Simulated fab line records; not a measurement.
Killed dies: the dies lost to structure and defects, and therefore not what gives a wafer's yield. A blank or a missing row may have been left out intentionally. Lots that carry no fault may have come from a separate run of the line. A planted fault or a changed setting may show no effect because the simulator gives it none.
One fault seen from 2 desks	flow sky130	numbers are kept per desk, each desk with only its own; the story behind them comes last

## DESK OF THE TOOL OWNER: implanter-04
SKY_PWDE_IMPLANT_08, tool's own readings: per-lot mean of the sampled wafers with a number, covering each lot this tool ran. If a lot's mean is further than 4 standard deviations from the usual mean, the lot is out of limits and carries the mark OUT (the distance appears in the brackets).
Columns: A = dose ions cm2 at SKY_PWDE_IMPLANT_08, usual 3.599e+12
lot	first seen here	A
L546	day 4 19:50	3.598e+12
L547	day 5 00:52	3.602e+12
L549	day 5 13:49	3.596e+12
L556	day 7 03:45	3.594e+12
L557	day 7 11:11	3.599e+12
L558	day 7 16:45	3.498e+12 (-28) OUT
L559	day 7 22:25	3.495e+12 (-29) OUT
L560	day 8 00:20	3.500e+12 (-28) OUT
Finding of this desk: L558, L559, L560 out of limits; the first was L558 at day 7 16:45, on dose ions cm2 at SKY_PWDE_IMPLANT_08. L546, L547, L549, L556, L557: within limits.

## THE METROLOGY DESK
What the gauges read for every lot (on any tool): the sampled wafers with a number, averaged. If a lot's mean is further than 4 standard deviations from the usual mean, the lot is out of limits and carries the mark OUT (the distance appears in the brackets).
Columns: A = PWDE_RS at SKY_NWELL_RS_MEAS_31, usual 5279 ohm/sq; B = cd nm at SKY_POLY_CUT_CD_MEAS_08, usual 270.0 nm; C = CONTACT_CVD_00_THK at SKY_CONTACT_THK_MEAS_01, usual 74.8 nm
lot	first seen here	A	B	C
L546	day 6 08:17	5292	269.3	73.4
L547	day 6 15:14	5297	271.3	74.1
L549	day 7 04:37	5241	269.8	74.8
L551	day 7 13:25	5235	270.2	75.3
L552	day 7 20:30	5303	271.3	76.4
L556	day 8 20:41	5298	271.5	75.4
L557	day 9 05:41	5267	269.3	75.3
L558	day 9 12:05	5401 (+5.8) OUT	271.8	74.1
L559	day 9 18:24	5414 (+6.4) OUT	269.6	75.2
L560	day 9 19:04	5385 (+5.0) OUT	269.3	75.0
L563	day 10 23:26	5261	270.5	75.8
L565	day 11 08:35	5283	268.6	75.1
This desk finds L558, L559, L560 out of limits, with the earliest case on L558 at day 9 12:05 (PWDE_RS at SKY_NWELL_RS_MEAS_31). L546, L547, L549, L551, L552, L556, L557, L563, L565: within limits.

## ALL TOGETHER
The tool owner's desk had the chance to raise an alarm at day 7 16:45 on L558, L559, L560.
An alarm was possible from the metrology desk at day 9 12:05, on L558, L559, L560.
On implanter-04, each named lot ran SKY_PWDE_IMPLANT_08.

## WHAT HAD BEEN PUT IN BY THE SIMULATOR
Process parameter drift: implanter-04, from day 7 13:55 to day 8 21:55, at SKY_PWDE_IMPLANT_08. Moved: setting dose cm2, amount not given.
Lots struck among those shown: L558, L559, L560.
Hours from the fault's start to each desk's first reading out of limits: the tool owner's desk, 3; the metrology desk, 46.
